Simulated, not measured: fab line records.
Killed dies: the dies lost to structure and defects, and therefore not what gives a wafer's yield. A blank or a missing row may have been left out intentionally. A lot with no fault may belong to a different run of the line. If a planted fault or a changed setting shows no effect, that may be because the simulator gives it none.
fab line records | flow gf180mcu
record: lots: 24 wafers: 72 last_day: 34
route steps=602 shown NWELL@52 M2@362 V2@387 V4@479 M5@533
lots that met no fault: from a run of the same line without faults
start_h: the number of hours between the record's first day and the start of the first shown wafer of the lot | wait_h: hours from the lot's prior step to this one | " as in the row above | L1.1+2: a single row standing in for several wafers | - either no value or no given start | * or withheld: withheld | < > ~ a bound
route shown NAME@n: names a module that has steps shown in the file, with the first one's number in the route | usual: mean and standard deviation over wafers with no fault | same: alike in all rows | chamber/n: place in a boat | sites: per-site readings | _std_site: standard deviation across them | _edge_site: outer sites' mean less inner sites' | radius_mm: how far each site lies from the wafer's centre | mask NAME#n: copy n | behind: the tool/chamber that last shaped the wafer | hold: reason for holding the lot/hours on hold/outcome of the hold | device: whichever transistor did not switch (one of n, p or np) | end of line: the route-end tests of the same wafers | a step with no rows: only its recipe | killed: count of dies lost to structure and defects at first sort (not the wafer's yield) | map: dies across one wafer; x = killed, . = not, _ = none there
set.NAME: the setting as run; set.NAME@STEP: as run at that earlier step | model.NAME: the simulator's own value behind a step, which no gauge read
one table for each step of the route and one row for each wafer, over a sample of lots
services: when a tool's chamber went out of use (start_h, in hours from the record's first day, below 0 if earlier), for how many hours, and the reason
== steps ==
step: GF_NWELL_STRIP_10
recipe: chemistry: O2/N2 power_w: 1400 pressure_mtorr: 1500 platen_temp_c: 250 o2_flow_sccm: 3000 n2_flow_sccm: 300 overash_fraction: 0.5
usual: drypump_motor_current_A: 5.6/0.32 heater_power_w: 350/69 oes_product_au: 0.723/0.0044 strip_time_to_endpoint_s: 36.94/0.089
columns lot.wafer tool chamber start_h wait_h drypump_motor_current_A heater_power_w oes_product_au rf_hours_counter_h strip_time_to_endpoint_s
L074.2 plasma_asher-03 1 56.23 0.1 5.2 332 0.724 43 36.81
L074.5 " 0 " " 5.4 370 0.721 - 36.90
L074.6 " 1 " " 5.2 327 0.719 - 37.00
L075.3 plasma_asher-01 1 62.27 0.1 5.7 314 0.726 - 36.85
L075.5 " 0 " " 5.9 525 0.719 - 36.80
L075.6 " 1 " " 5.7 325 0.730 - 36.79
L076.1 plasma_asher-01 0 66.58 0.1 5.9 529 0.729 40 36.96
L076.3 " 1 " " 5.8 320 0.722 - 36.93
L076.5 " 0 " " 5.9 522 0.717 - 37.09
L077.1 plasma_asher-04 1 70.86 0.1 6.1 292 0.729 27 36.98
L077.5 " 1 " " 6.1 285 0.724 - 36.99
L077.6 " 0 " " 5.5 300 0.728 - 37.12
L078.2 plasma_asher-04 0 78.44 0.1 5.5 309 0.722 28 37.00
L078.3 " 0 " " 5.6 315 0.721 - 37.01
L078.5 " 1 " " 6.2 291 0.720 - 36.94
L079.2 plasma_asher-03 0 82.88 0.1 5.4 358 0.715 46 36.79
L079.3 " 1 " " 5.2 325 0.724 - 36.91
L079.4 " 0 " " 5.4 347 0.727 - 36.86
L080.2 plasma_asher-03 1 87.91 0.1 5.2 329 0.726 46 37.13
L080.3 " 0 " " 5.4 354 0.731 - 37.00
L080.5 " 1 " " 5.2 328 0.720 - 37.08
L081.4 plasma_asher-01 1 98.51 0.1 5.7 321 0.723 - 37.03
L081.5 " 0 " " 5.9 519 0.738 - 37.06
L081.6 " 1 " " 5.7 329 0.723 - 36.85
L082.2 plasma_asher-04 0 98.99 0.1 5.5 308 0.719 30 36.99
L082.3 " 1 " " 6.1 293 0.722 - 36.78
L082.4 " 0 " " 5.5 311 0.720 - 36.85
L083.2 plasma_asher-04 1 108.18 0.1 6.2 291 0.712 32 37.08
L083.4 " 0 " " 5.5 302 0.731 - 37.06
L083.6 " 0 " " 5.5 306 0.720 - 37.04
L084.2 plasma_asher-04 1 114.39 0.1 6.1 287 0.719 33 37.08
L084.4 " 0 " " 5.5 308 0.723 - 36.95
L084.6 " 1 " " 6.1 296 0.713 - 36.90
L085.1 plasma_asher-03 1 120.88 0.1 5.2 333 0.727 48 36.84
L085.5 " 0 " " 5.4 371 0.726 - 36.97
L085.6 " 1 " " 5.2 324 0.717 - 36.87
L086.3 plasma_asher-03 1 125.52 0.1 5.2 330 0.729 - 36.94
L086.4 " 0 " " 5.4 357 0.725 - 36.89
L086.5 " 1 " " 5.2 326 0.726 - 36.87
L087.2 plasma_asher-03 0 130.68 0.1 5.4 363 0.723 49 36.86
L087.3 " 0 " " 5.4 367 0.724 - 36.97
L087.4 " 1 " " 5.2 323 0.722 - 36.95
L088.3 plasma_asher-04 1 133.96 0.1 6.1 293 0.720 - 36.97
L088.5 " 1 " " 6.2 295 0.723 - 36.90
L088.6 " 0 " " 5.5 308 0.729 - 36.87
L089.2 plasma_asher-01 1 139.76 0.1 5.8 330 0.729 2 36.96
L089.3 " 0 " " 5.9 510 0.733 - 36.92
L089.6 " 1 " " 5.8 336 0.724 - 36.93
L090.2 plasma_asher-03 1 145.31 0.1 5.2 330 0.722 51 36.86
L090.3 " 1 " " 5.2 334 0.725 - 36.99
L090.4 " 0 " " 5.4 352 0.725 - 36.85
L091.4 plasma_asher-03 1 149.02 0.1 5.2 325 0.731 - 37.06
L091.5 " 1 " " 5.2 331 0.724 - 37.09
L091.6 " 0 " " 5.4 365 0.724 - 37.00
L092.2 plasma_asher-04 0 153.53 0.1 5.6 298 0.718 37 36.86
L092.3 " 0 " " 5.6 305 0.723 - 37.03
L092.5 " 1 " " 6.1 292 0.717 - 36.88
L093.3 plasma_asher-01 0 159.51 0.1 5.9 503 0.720 - 36.94
L093.4 " 1 " " 5.7 339 0.721 - 36.94
L093.5 " 0 " " 5.9 485 0.720 - 36.96
L094.3 plasma_asher-03 1 164.94 0.1 5.2 329 0.721 - 37.07
L094.4 " 0 " " 5.4 365 0.723 - 37.06
L094.6 " 0 " " 5.4 354 0.726 - 37.01
L095.2 plasma_asher-01 1 173.06 0.1 5.8 331 0.724 5 37.09
L095.5 " 1 " " 5.8 333 0.723 - 37.02
L095.6 " 0 " " 5.9 499 0.716 - 37.05
L096.2 plasma_asher-01 0 178.38 0.1 5.9 505 0.732 6 36.94
L096.3 " 1 " " 5.8 348 0.721 - 36.84
L096.5 " 1 " " 5.8 330 0.722 - 36.81
L097.1 plasma_asher-04 1 182.63 0.1 6.1 299 0.725 40 36.99
L097.3 " 0 " " 5.5 304 0.722 - 37.03
L097.5 " 0 " " 5.5 306 0.716 - 37.02
step: GF_M2_SPUTTER_00
recipe: material: Ti target_thk_nm: 37.5 arriving_ion_energy_ev: 80 substrate_temp_c: 200 chamber_pressure_pa: 2 power_w: 4000 time_s: 150
usual: cathode_dc_power_W: 4000.1/0.77 throttle_valve_pct: 30.2/1.1
columns lot.wafer tool chamber start_h wait_h cathode_dc_power_W throttle_valve_pct
L074.2 pvd_sputter-02 - 409.58 0.2 3999.6 31.0
L074.5 " - " " 3999.7 30.3
L074.6 " - " " 3999.5 30.4
L075.3 pvd_sputter-03 - 415.07 0.2 3999.9 30.8
L075.5 " - " " 4000.5 31.1
L075.6 " - " " 3998.9 30.6
L076.1 pvd_sputter-01 - 423.74 0.1 3999.8 28.5
L076.3 " - " " 3999.3 31.7
L076.5 " - " " 3999.2 29.2
L077.1 pvd_sputter-02 - 430.35 0.1 4000.3 30.7
L077.5 " - " " 4000.3 30.7
L077.6 " - " " 3999.9 30.6
L078.2 pvd_sputter-01 - 444.84 0.1 4000.5 31.8
L078.3 " - " " 4001.2 28.9
L078.5 " - " " 3999.5 30.7
L079.2 pvd_sputter-02 - 452.31 0.1 3999.4 30.4
L079.3 " - " " 3999.9 31.1
L079.4 " - " " 4000.1 30.1
L080.2 pvd_sputter-02 - 464.40 0.2 3999.9 30.5
L080.3 " - " " 4000.1 31.0
L080.5 " - " " 3999.0 30.7
L081.4 pvd_sputter-03 - 481.10 0.2 4000.9 31.0
L081.5 " - " " 4001.1 30.7
L081.6 " - " " 3999.6 30.6
L082.2 pvd_sputter-01 - 481.94 0.2 4000.9 29.4
L082.3 " - " " 3999.5 28.5
L082.4 " - " " 3998.8 31.5
L083.2 pvd_sputter-03 - 497.62 0.1 4000.7 27.5
L083.4 " - " " 3999.6 31.1
L083.6 " - " " 4001.4 27.6
L084.2 pvd_sputter-01 - 504.69 0.1 4000.5 29.5
L084.4 " - " " 4000.0 28.7
L084.6 " - " " 4000.8 29.5
L085.1 pvd_sputter-02 - 513.70 0.2 4000.3 29.8
L085.5 " - " " 3999.1 30.6
L085.6 " - " " 4000.2 30.9
L086.3 pvd_sputter-03 - 523.29 0.1 4000.2 27.7
L086.4 " - " " 4001.1 30.7
L086.5 " - " " 3999.9 30.8
L087.2 pvd_sputter-03 - 525.54 0.2 3999.3 28.0
L087.3 " - " " 4001.0 30.7
L087.4 " - " " 4000.5 31.0
L088.3 pvd_sputter-02 - 534.61 0.1 4000.8 29.8
L088.5 " - " " 4000.2 29.5
L088.6 " - " " 3999.5 30.5
L089.2 pvd_sputter-03 - 543.59 0.2 3998.9 31.1
L089.3 " - " " 4000.3 27.4
L089.6 " - " " 4001.0 30.7
L090.2 pvd_sputter-01 - 552.07 0.2 4000.6 31.8
L090.3 " - " " 4000.3 28.6
L090.4 " - " " 4001.0 29.2
L091.4 pvd_sputter-03 - 558.29 0.2 3999.0 30.8
L091.5 " - " " 3998.6 31.0
L091.6 " - " " 3999.6 30.9
L092.2 pvd_sputter-02 - 561.45 0.2 4000.7 30.7
L092.3 " - " " 4000.5 29.8
L092.5 " - " " 4001.1 31.0
L093.3 pvd_sputter-03 - 577.92 0.2 4000.0 31.0
L093.4 " - " " 3999.9 27.7
L093.5 " - " " 4000.8 31.1
L094.3 pvd_sputter-02 - 583.50 0.2 3999.4 29.9
L094.4 " - " " 3999.9 30.4
L094.6 " - " " 3999.9 31.0
L095.2 pvd_sputter-03 - 597.29 0.1 4001.3 30.9
L095.5 " - " " 4000.7 31.0
L095.6 " - " " 4000.8 30.8
L096.2 pvd_sputter-01 - 606.99 0.1 4000.8 29.1
L096.3 " - " " 4000.1 31.7
L096.5 " - " " 3999.8 31.8
L097.1 pvd_sputter-03 - 608.67 0.2 4000.2 31.0
L097.3 " - " " 4001.4 27.6
L097.5 " - " " 3999.9 31.1
step: GF_V2_BOW_MEAS_05
recipe: mode: bow
usual: V2_BOW: 99/7.6
columns lot.wafer tool chamber start_h wait_h V2_BOW[um]
L074.2 film_metro-04 - 434.48 0.2 85
L074.5 " - " " 94
L074.6 " - " " 99
L075.3 film_metro-03 - 439.95 0.2 98
L075.5 " - " " 103
L075.6 " - " " 93
L076.1 film_metro-04 - 450.23 0.2 92
L076.3 " - " " 103
L076.5 " - " " 83
L077.1 film_metro-01 - 456.68 0.2 101
L077.5 " - " " 114
L077.6 " - " " 103
L078.2 film_metro-03 - 470.83 0.2 95
L078.3 " - " " 105
L078.5 " - " " 112
L079.2 film_metro-01 - 478.78 0.2 99
L079.3 " - " " 94
L079.4 " - " " 96
L080.2 film_metro-01 - 490.76 0.3 99
L080.3 " - " " 104
L080.5 " - " " 94
L081.4 film_metro-03 - 506.76 0.3 110
L081.5 " - " " 99
L081.6 " - " " 106
L082.2 film_metro-04 - 507.39 0.1 93
L082.3 " - " " 94
L082.4 " - " " 101
L083.2 film_metro-03 - 522.40 0.2 93
L083.4 " - " " 100
L083.6 " - " " 89
L084.2 film_metro-04 - 529.47 0.1 104
L084.4 " - " " 96
L084.6 " - " " 103
L085.1 film_metro-01 - 538.29 0.1 93
L085.5 " - " " 93
L085.6 " - " " 104
L086.3 film_metro-04 - 547.94 0.2 92
L086.4 " - " " 94
L086.5 " - " " 92
L087.2 film_metro-03 - 550.08 0.1 103
L087.3 " - " " 109
L087.4 " - " " 118
L088.3 film_metro-04 - 559.16 0.2 92
L088.5 " - " " 99
L088.6 " - " " 97
L089.2 film_metro-04 - 566.98 0.1 102
L089.3 " - " " 82
L089.6 " - " " 93
L090.2 film_metro-01 - 575.88 0.1 104
L090.3 " - " " 93
L090.4 " - " " 94
L091.4 film_metro-04 - 581.68 0.2 94
L091.5 " - " " 98
L091.6 " - " " 97
L092.2 film_metro-01 - 584.81 0.1 99
L092.3 " - " " 107
L092.5 " - " " 98
L093.3 film_metro-04 - 600.60 0.2 107
L093.4 " - " " 110
L093.5 " - " " 94
L094.3 film_metro-04 - 605.89 0.1 89
L094.4 " - " " 91
L094.6 " - " " 91
L095.2 film_metro-04 - 619.22 0.2 99
L095.5 " - " " 92
L095.6 " - " " 103
L096.2 film_metro-01 - 628.97 0.3 106
L096.3 " - " " 98
L096.5 " - " " 108
L097.1 film_metro-03 - 630.51 0.2 106
L097.3 " - " " 106
L097.5 " - " " 109
step: GF_V2_THK_MEAS_25
recipe: thk_meas_gauge: xrf reads: W_of_V2_CVD_23
usual: V2_W_THK: 359/5.7
columns lot.wafer tool chamber start_h wait_h V2_W_THK[nm]
L074.2 film_metro-01 - 459.89 0.1 353
L074.5 " - " " 363
L074.6 " - " " 364
L075.3 film_metro-04 - 465.56 0.1 349
L075.5 " - " " 345
L075.6 " - " " 349
L076.1 film_metro-01 - 475.53 0.1 363
L076.3 " - " " 356
L076.5 " - " " 360
L077.1 film_metro-03 - 482.03 0.1 358
L077.5 " - " " 361
L077.6 " - " " 360
L078.2 film_metro-03 - 495.75 0.1 357
L078.3 " - " " 357
L078.5 " - " " 355
L079.2 film_metro-04 - 503.33 0.1 355
L079.3 " - " " 356
L079.4 " - " " 356
L080.2 film_metro-01 - 515.47 0.1 361
L080.3 " - " " 359
L080.5 " - " " 365
L081.4 film_metro-04 - 530.91 0.1 352
L081.5 " - " " 352
L081.6 " - " " 354
L082.2 film_metro-03 - 531.89 0.1 353
L082.3 " - " " 359
L082.4 " - " " 360
L083.2 film_metro-01 - 546.56 0.1 350
L083.4 " - " " 349
L083.6 " - " " 351
L084.2 film_metro-03 - 553.35 0.1 371
L084.4 " - " " 368
L084.6 " - " " 363
L085.1 film_metro-03 - 561.83 0.1 364
L085.5 " - " " 365
L085.6 " - " " 356
L086.3 film_metro-04 - 571.56 0.1 359
L086.4 " - " " 356
L086.5 " - " " 358
L087.2 film_metro-04 - 572.65 0.1 351
L087.3 " - " " 349
L087.4 " - " " 352
L088.3 film_metro-04 - 582.31 0.1 360
L088.5 " - " " 351
L088.6 " - " " 357
L089.2 film_metro-01 - 589.50 0.1 368
L089.3 " - " " 364
L089.6 " - " " 374
L090.2 film_metro-01 - 597.86 0.1 365
L090.3 " - " " 366
L090.4 " - " " 367
L091.4 film_metro-01 - 604.62 0.1 360
L091.5 " - " " 356
L091.6 " - " " 358
L092.2 film_metro-01 - 606.95 0.1 357
L092.3 " - " " 363
L092.5 " - " " 354
L093.3 film_metro-03 - 622.70 0.1 360
L093.4 " - " " 370
L093.5 " - " " 365
L094.3 film_metro-04 - 627.25 0.1 349
L094.4 " - " " 354
L094.6 " - " " 354
L095.2 film_metro-03 - 640.39 0.1 355
L095.5 " - " " 359
L095.6 " - " " 358
L096.2 film_metro-04 - 649.79 0.1 359
L096.3 " - " " 358
L096.5 " - " " 361
L097.1 film_metro-01 - 651.19 0.1 356
L097.3 " - " " 361
L097.5 " - " " 363
step: GF_V4_THK_MEAS_03
recipe: reads: SiO2_of_V4_CVD_02
usual: V4_CVD_02_THK: 851/14
columns lot.wafer tool chamber start_h wait_h V4_CVD_02_THK[nm]
L074.2 film_metro-03 - 534.45 0.0 845
L074.5 " - " " 858
L074.6 " - " " 868
L075.3 film_metro-03 - 539.98 0.1 823
L075.5 " - " " 837
L075.6 " - " " 862
L076.1 film_metro-01 - 550.39 0.0 835
L076.3 " - " " 847
L076.5 " - " " 861
L077.1 film_metro-03 - 556.25 0.0 859
L077.5 " - " " 880
L077.6 " - " " 853
L078.2 film_metro-03 - 567.93 0.0 856
L078.3 " - " " 832
L078.5 " - " " 877
L079.2 film_metro-04 - 576.38 0.0 855
L079.3 " - " " 826
L079.4 " - " " 873
L080.2 film_metro-03 - 587.22 0.0 864
L080.3 " - " " 839
L080.5 " - " " 870
L081.4 film_metro-03 - 601.41 0.0 839
L081.5 " - " " 865
L081.6 " - " " 863
L082.2 film_metro-03 - 601.61 0.0 850
L082.3 " - " " 858
L082.4 " - " " 868
L083.2 film_metro-04 - 616.75 0.0 845
L083.4 " - " " 856
L083.6 " - " " 837
L084.2 film_metro-04 - 622.99 0.0 853
L084.4 " - " " 878
L084.6 " - " " 848
L085.1 film_metro-04 - 630.94 0.0 855
L085.5 " - " " 865
L085.6 " - " " 840
L086.3 film_metro-03 - 637.74 0.1 833
L086.4 " - " " 863
L086.5 " - " " 852
L087.2 film_metro-04 - 639.10 0.0 847
L087.3 " - " " 842
L087.4 " - " " 849
L088.3 film_metro-04 - 648.51 0.1 851
L088.5 " - " " 855
L088.6 " - " " 853
L089.2 film_metro-01 - 655.65 0.0 822
L089.3 " - " " 842
L089.6 " - " " 842
L090.2 film_metro-01 - 661.85 0.0 836
L090.3 " - " " 850
L090.4 " - " " 868
L091.4 film_metro-03 - 668.29 0.0 857
L091.5 " - " " 866
L091.6 " - " " 850
L092.2 film_metro-04 - 669.99 0.0 823
L092.3 " - " " 847
L092.5 " - " " 850
L093.3 film_metro-04 - 685.87 0.1 846
L093.4 " - " " 870
L093.5 " - " " 868
L094.3 film_metro-03 - 689.90 0.1 848
L094.4 " - " " 838
L094.6 " - " " 866
L095.2 film_metro-04 - 701.06 0.1 855
L095.5 " - " " 844
L095.6 " - " " 868
L096.2 film_metro-04 - 710.46 0.0 830
L096.3 " - " " 837
L096.5 " - " " 833
L097.1 film_metro-04 - 712.36 0.1 855
L097.3 " - " " 851
L097.5 " - " " 883
step: GF_M5_CD_MEAS_07
recipe: target_cd_nm: 280
usual: cd_nm: 279.7/1.1
columns lot.wafer tool chamber start_h wait_h cd_nm
L074.2 cd_sem-01 - 603.70 0.1 280.6
L074.5 " - " " 281.7
L074.6 " - " " 281.8
L075.3 cd_sem-01 - 607.41 0.1 280.9
L075.5 " - " " 280.7
L075.6 " - " " 279.9
L076.1 cd_sem-02 - 616.13 0.1 280.3
L076.3 " - " " 280.6
L076.5 " - " " 279.3
L077.1 cd_sem-01 - 622.48 0.1 280.9
L077.5 " - " " 279.7
L077.6 " - " " 279.6
L078.2 cd_sem-02 - 632.39 0.1 281.3
L078.3 " - " " 280.9
L078.5 " - " " 280.6
L079.2 cd_sem-02 - 639.60 0.1 279.1
L079.3 " - " " 279.5
L079.4 " - " " 279.2
L080.2 cd_sem-01 - 651.10 0.1 279.8
L080.3 " - " " 280.5
L080.5 " - " " 280.6
L081.4 cd_sem-02 - 663.74 0.1 279.9
L081.5 " - " " 279.1
L081.6 " - " " 278.8
L082.2 cd_sem-01 - 665.15 0.1 279.5
L082.3 " - " " 279.3
L082.4 " - " " 279.1
L083.2 cd_sem-02 - 676.98 0.1 278.8
L083.4 " - " " 279.0
L083.6 " - " " 279.3
L084.2 cd_sem-02 - 684.15 0.1 279.4
L084.4 " - " " 279.0
L084.6 " - " " 278.0
L085.1 cd_sem-01 - 692.53 0.1 279.5
L085.5 " - " " 279.4
L085.6 " - " " 279.2
L086.3 cd_sem-01 - 697.02 0.1 279.0
L086.4 " - " " 278.3
L086.5 " - " " 279.5
L087.2 cd_sem-01 - 698.78 0.1 280.9
L087.3 " - " " 281.3
L087.4 " - " " 283.1
L088.3 cd_sem-01 - 708.10 0.1 278.7
L088.5 " - " " 278.7
L088.6 " - " " 279.4
L089.2 cd_sem-02 - 713.35 0.1 278.8
L089.3 " - " " 278.6
L089.6 " - " " 277.6
L090.2 cd_sem-01 - 718.93 0.1 281.2
L090.3 " - " " 281.2
L090.4 " - " " 280.9
L091.4 cd_sem-02 - 725.59 0.1 279.1
L091.5 " - " " 278.8
L091.6 " - " " 278.0
L092.2 cd_sem-02 - 728.63 0.1 280.6
L092.3 " - " " 280.7
L092.5 " - " " 279.2
L093.3 cd_sem-02 - 742.02 0.1 280.0
L093.4 " - " " 279.6
L093.5 " - " " 279.8
L094.3 cd_sem-02 - 745.07 0.1 280.3
L094.4 " - " " 279.5
L094.6 " - " " 279.3
L095.2 cd_sem-01 - 756.45 0.1 279.5
L095.5 " - " " 278.3
L095.6 " - " " 278.8
L096.2 cd_sem-01 - 764.25 0.1 279.5
L096.3 " - " " 279.5
L096.5 " - " " 280.0
L097.1 cd_sem-01 - 765.98 0.1 279.5
L097.3 " - " " 280.5
L097.5 " - " " 280.2
== services ==
columns tool chamber start_h hours kind
pvd_sputter-03 - 34.26 1.0 repair
plasma_asher-01 - 51.98 10.2 repair
pvd_sputter-03 - 78.18 2.1 repair
plasma_asher-03 - 86.93 0.7 repair
pvd_sputter-03 - 90.26 4.7 repair
plasma_asher-03 - 99.18 14.6 pm
pvd_sputter-03 - 103.61 4.0 repair
plasma_asher-04 - 209.71 1.2 repair
plasma_asher-04 - 214.94 1.6 repair
plasma_asher-03 - 247.01 2.3 repair
plasma_asher-04 - 312.45 6.5 repair
plasma_asher-04 - 343.88 4.1 repair
pvd_sputter-03 - 348.77 5.8 repair
plasma_asher-03 - 355.49 0.7 repair
pvd_sputter-03 - 360.69 3.9 repair
pvd_sputter-03 - 374.84 3.9 repair
plasma_asher-04 - 378.31 2.8 pm
pvd_sputter-02 - 381.06 4.0 repair
plasma_asher-04 - 409.75 14.6 pm
plasma_asher-03 - 443.78 4.1 repair
plasma_asher-04 - 516.74 2.0 repair
plasma_asher-03 - 520.66 2.8 pm
pvd_sputter-03 - 530.97 1.5 repair
pvd_sputter-03 - 580.50 7.0 repair
== key ==
fault none
